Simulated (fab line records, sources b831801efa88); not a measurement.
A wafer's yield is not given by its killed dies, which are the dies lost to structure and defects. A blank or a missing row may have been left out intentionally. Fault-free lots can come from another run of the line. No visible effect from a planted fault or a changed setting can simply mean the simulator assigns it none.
Which tool was responsible? :: flow gf180mcu :: Sampling: 7 lots, 21 wafers, 3 of 602 route steps

WHAT EACH GAUGE READ, for each wafer
GF_TOP_METAL_RS_MEAS_05: a four-point-probe measurement.
lot: L451
measured: day 28 05:37
on: film_metro-04
TOP_METAL_ALCU_RS (ohm/sq): 0.03277 0.03272 0.03287

lot: L458
measured: day 30 10:43
on: film_metro-02
TOP_METAL_ALCU_RS (ohm/sq): 0.03315 0.03302 0.03312

lot: L460
measured: day 31 01:37
on: film_metro-02
TOP_METAL_ALCU_RS (ohm/sq): 0.03304 0.0328 0.03298

lot: L463
measured: day 32 00:07
on: film_metro-02
TOP_METAL_ALCU_RS (ohm/sq): 0.03331 0.03303 0.03323

lot: L465
measured: day 32 07:38
on: film_metro-04
TOP_METAL_ALCU_RS (ohm/sq): 0.03264 0.0327 0.03276

lot: L467
measured: day 32 20:16
on: film_metro-03
TOP_METAL_ALCU_RS (ohm/sq): 0.03238 0.03275 0.03235

lot: L471
measured: day 33 14:00
on: film_metro-02
TOP_METAL_ALCU_RS (ohm/sq): 0.03282 0.03269 0.03253

WHICH TOOL RAN EACH LOT (tool, then ch and the chambers of the sampled wafers, then the start)
lot: L451
GF_TOP_METAL_SPUTTER_02: pvd_sputter-04, day 28 05:32
GF_TOP_METAL_SPUTTER_03: pvd_sputter-04, day 28 05:34

lot: L458
GF_TOP_METAL_SPUTTER_02: pvd_sputter-04, day 30 10:35
GF_TOP_METAL_SPUTTER_03: pvd_sputter-04, day 30 10:38

lot: L460
GF_TOP_METAL_SPUTTER_02: pvd_sputter-02, day 31 01:31
GF_TOP_METAL_SPUTTER_03: pvd_sputter-02, day 31 01:34

lot: L463
GF_TOP_METAL_SPUTTER_02: pvd_sputter-04, day 32 00:01
GF_TOP_METAL_SPUTTER_03: pvd_sputter-04, day 32 00:04

lot: L465
GF_TOP_METAL_SPUTTER_02: pvd_sputter-02, day 32 07:31
GF_TOP_METAL_SPUTTER_03: pvd_sputter-02, day 32 07:34

lot: L467
GF_TOP_METAL_SPUTTER_02: pvd_sputter-01, day 32 20:08
GF_TOP_METAL_SPUTTER_03: pvd_sputter-01, day 32 20:11

lot: L471
GF_TOP_METAL_SPUTTER_02: pvd_sputter-02, day 33 13:55
GF_TOP_METAL_SPUTTER_03: pvd_sputter-02, day 33 13:57
- GF_TOP_METAL_SPUTTER_02: material AlCu, target thk 900 nm, time 47.82 s.
- GF_TOP_METAL_SPUTTER_03: material Ti, target thk 5 nm, time 3.449 s.

THE ANSWER, worked out from the rows above alone
Rule: usual is defined by the lots themselves. Put in order of their means at a reading, lots are off if they are a third of the lots or fewer, leave a main group of 4 or more, and stand apart from it by a gap of 3 or more times the standard deviation of the main group's means; of several such gaps the widest counts. Not used: any main group whose means are identical at the precision the tables above print for the reading. A lot without any number at a reading at which 4 lots or more have one is off too. The other lots that the step has rows for count as sound.
None of the lots is off at any reading shown; this tells nothing.

WHAT THE SIMULATOR PUT IN
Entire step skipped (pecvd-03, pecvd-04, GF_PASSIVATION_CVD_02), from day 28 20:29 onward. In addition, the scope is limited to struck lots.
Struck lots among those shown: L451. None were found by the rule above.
